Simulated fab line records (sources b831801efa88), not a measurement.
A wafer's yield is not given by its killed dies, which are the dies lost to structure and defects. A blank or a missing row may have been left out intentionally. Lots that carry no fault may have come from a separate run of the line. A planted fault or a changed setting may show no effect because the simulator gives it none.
Which tool is to blame? || flow gf180mcu || 12 lots with 36 wafers sampled at 3 steps, on a route of 602 steps

== WHAT THE GAUGES SHOWED, per wafer ==
GF_PSD_OVL_MEAS_08.
{"lot": "L894", "measured": "day 14 08:02", "on": "overlay-01", "PSD_OVL (nm)": "0.7 -0.4 1.9"}
{"lot": "L895", "measured": "day 14 12:32", "on": "overlay-01", "PSD_OVL (nm)": "-0.2 0.7 -1.1"}
{"lot": "L898", "measured": "day 15 23:44", "on": "overlay-01", "PSD_OVL (nm)": "0.8 1.5 1.5"}
{"lot": "L899", "measured": "day 16 02:47", "on": "overlay-02", "PSD_OVL (nm)": "1.2 0.6 0.0"}
{"lot": "L900", "measured": "day 16 07:37", "on": "overlay-02", "PSD_OVL (nm)": "-0.3 -2.1 -1.5"}
{"lot": "L901", "measured": "day 16 21:43", "on": "overlay-01", "PSD_OVL (nm)": "0.3 0.2 -0.7"}
{"lot": "L903", "measured": "day 17 16:03", "on": "overlay-02", "PSD_OVL (nm)": "1.7 0.7 -1.1"}
{"lot": "L908", "measured": "day 19 07:15", "on": "overlay-01", "PSD_OVL (nm)": "-1.7 0.3 -0.7"}
{"lot": "L909", "measured": "day 19 15:28", "on": "overlay-01", "PSD_OVL (nm)": "1.8 1.3 1.9"}
{"lot": "L913", "measured": "day 20 23:44", "on": "overlay-02", "PSD_OVL (nm)": "-3.5 -1.8 -2.0"}
{"lot": "L915", "measured": "day 21 17:37", "on": "overlay-01", "PSD_OVL (nm)": "-2.3 -0.3 -0.5"}
{"lot": "L916", "measured": "day 21 21:25", "on": "overlay-01", "PSD_OVL (nm)": "0.1 0.3 0.1"}

GF_SAB_THK_MEAS_01.
{"lot": "L894", "measured": "day 14 08:47", "on": "film metro-01", "SAB_CVD_00_THK (nm)": "48.3 49.3 49.1"}
{"lot": "L895", "measured": "day 14 13:17", "on": "film metro-01", "SAB_CVD_00_THK (nm)": "48.6 50.3 49.6"}
{"lot": "L898", "measured": "day 16 00:32", "on": "film metro-01", "SAB_CVD_00_THK (nm)": "50.2 49.7 50.2"}
{"lot": "L899", "measured": "day 16 03:31", "on": "film metro-02", "SAB_CVD_00_THK (nm)": "49.5 50.0 50.4"}
{"lot": "L900", "measured": "day 16 08:22", "on": "film metro-01", "SAB_CVD_00_THK (nm)": "48.5 49.6 50.6"}
{"lot": "L901", "measured": "day 16 22:27", "on": "film metro-04", "SAB_CVD_00_THK (nm)": "48.7 49.7 48.6"}
{"lot": "L903", "measured": "day 17 16:48", "on": "film metro-02", "SAB_CVD_00_THK (nm)": "49.7 49.5 49.8"}
{"lot": "L908", "measured": "day 19 08:02", "on": "film metro-01", "SAB_CVD_00_THK (nm)": "49.9 50.6 25.3"}
{"lot": "L909", "measured": "day 19 16:13", "on": "film metro-01", "SAB_CVD_00_THK (nm)": "26.4 27.3 50.8"}
{"lot": "L913", "measured": "day 21 00:29", "on": "film metro-04", "SAB_CVD_00_THK (nm)": "50.4 50.7 51.1"}
{"lot": "L915", "measured": "day 21 18:22", "on": "film metro-01", "SAB_CVD_00_THK (nm)": "50.4 51.5 50.8"}
{"lot": "L916", "measured": "day 21 22:09", "on": "film metro-04", "SAB_CVD_00_THK (nm)": "49.5 49.9 51.0"}

== WHAT TOOL EACH LOT RAN ON (gives the tool, then ch and the chambers of the sampled wafers, and finally the start) ==
{"lot": "L894", "GF_SAB_CVD_00": "pecvd-02 ch 0,1,2, day 14 08:46"}
{"lot": "L895", "GF_SAB_CVD_00": "pecvd-02 ch 0,2, day 14 13:15"}
{"lot": "L898", "GF_SAB_CVD_00": "pecvd-02 ch 0,1,2, day 16 00:30"}
{"lot": "L899", "GF_SAB_CVD_00": "pecvd-01 ch 1,2, day 16 03:30"}
{"lot": "L900", "GF_SAB_CVD_00": "pecvd-01 ch 0,1,2, day 16 08:20"}
{"lot": "L901", "GF_SAB_CVD_00": "pecvd-01 ch 0,1,2, day 16 22:26"}
{"lot": "L903", "GF_SAB_CVD_00": "pecvd-04 ch 0,1,2, day 17 16:46"}
{"lot": "L908", "GF_SAB_CVD_00": "pecvd-04 ch 0,1,2, day 19 08:00"}
{"lot": "L909", "GF_SAB_CVD_00": "pecvd-04 ch 0,2, day 19 16:11"}
{"lot": "L913", "GF_SAB_CVD_00": "pecvd-02 ch 0,1,2, day 21 00:27"}
{"lot": "L915", "GF_SAB_CVD_00": "pecvd-02 ch 1,2, day 21 18:20"}
{"lot": "L916", "GF_SAB_CVD_00": "pecvd-02 ch 1,2, day 21 22:08"}
- GF_SAB_CVD_00: deposits SiO2 from TEOS, target thk 50 nm, time 4.9302 s.

== WHAT THE TOOLS THEMSELVES READ (means of the sampled wafers that have a number; where no wafer has one, the mark that the record gives instead) ==
GF_SAB_CVD_00.
{"lot": "L894", "tool": "pecvd-02", "heater power outer w (W)": 414, "heater power w (W)": 722, "rf fwd power W (W)": 588.5}
{"lot": "L895", "tool": "pecvd-02", "heater power outer w (W)": 411, "heater power w (W)": 707, "rf fwd power W (W)": 588.8}
{"lot": "L898", "tool": "pecvd-02", "heater power outer w (W)": 463, "heater power w (W)": 773, "rf fwd power W (W)": 589.0}
{"lot": "L899", "tool": "pecvd-01", "heater power outer w (W)": 466, "heater power w (W)": 793, "rf fwd power W (W)": 589.1}
{"lot": "L900", "tool": "pecvd-01", "heater power outer w (W)": 436, "heater power w (W)": 755, "rf fwd power W (W)": 588.0}
{"lot": "L901", "tool": "pecvd-01", "heater power outer w (W)": 447, "heater power w (W)": 761, "rf fwd power W (W)": 587.2}
{"lot": "L903", "tool": "pecvd-04", "heater power outer w (W)": 379, "heater power w (W)": 675, "rf fwd power W (W)": 590.6}
{"lot": "L908", "tool": "pecvd-04", "heater power outer w (W)": 393, "heater power w (W)": 696, "rf fwd power W (W)": 592.3}
{"lot": "L909", "tool": "pecvd-04", "heater power outer w (W)": 411, "heater power w (W)": 693, "rf fwd power W (W)": 591.9}
{"lot": "L913", "tool": "pecvd-02", "heater power outer w (W)": 408, "heater power w (W)": 718, "rf fwd power W (W)": 590.1}
{"lot": "L915", "tool": "pecvd-02", "heater power outer w (W)": 373, "heater power w (W)": 662, "rf fwd power W (W)": 587.9}
{"lot": "L916", "tool": "pecvd-02", "heater power outer w (W)": 436, "heater power w (W)": 736, "rf fwd power W (W)": 589.7}

== THE ANSWER, worked out from the rows above alone ==
Rule: the usual values come from the lots themselves. Put in order of their means at a reading, lots are off if they are a third of the lots or fewer, leave a main group of 4 or more, and stand apart from it by a gap of 3 or more times the standard deviation of the main group's means; of several such gaps the widest counts. A main group whose means are all the same, to the digits that the tables above print for the reading, isn't used. Also off: a lot with no number at a reading for which 4 or more lots have one. The other lots that the step has rows for count as sound. First the gauges in route order, then the tools' own readings, where a lot's mean is used as printed above. The first step at which some lot is off is used, and at that step the reading that is off furthest; a lot without a number counts as furthest.
Off: L908, L909, seen at GF_SAB_THK_MEAS_01 (SAB_CVD_00_THK). The main group: mean 49.8 nm, standard deviation 0.62.
If a tool, at a process step before that reading, ran all the lots that are off and no sound lot after the first of them, it fits. Those tools and the gauges at GF_SAB_THK_MEAS_01 are tried in the same way. One candidate fits, namely pecvd-04 at GF_SAB_CVD_00. A fault onset in the window from L903 (day 17 16:46, its last sound lot) to L908 (day 19 08:00, its first lot off) fits.

== WHAT HAD BEEN PUT IN BY THE SIMULATOR ==
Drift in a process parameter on pecvd-04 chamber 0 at GF_SAB_CVD_00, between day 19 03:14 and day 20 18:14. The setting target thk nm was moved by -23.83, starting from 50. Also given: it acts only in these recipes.
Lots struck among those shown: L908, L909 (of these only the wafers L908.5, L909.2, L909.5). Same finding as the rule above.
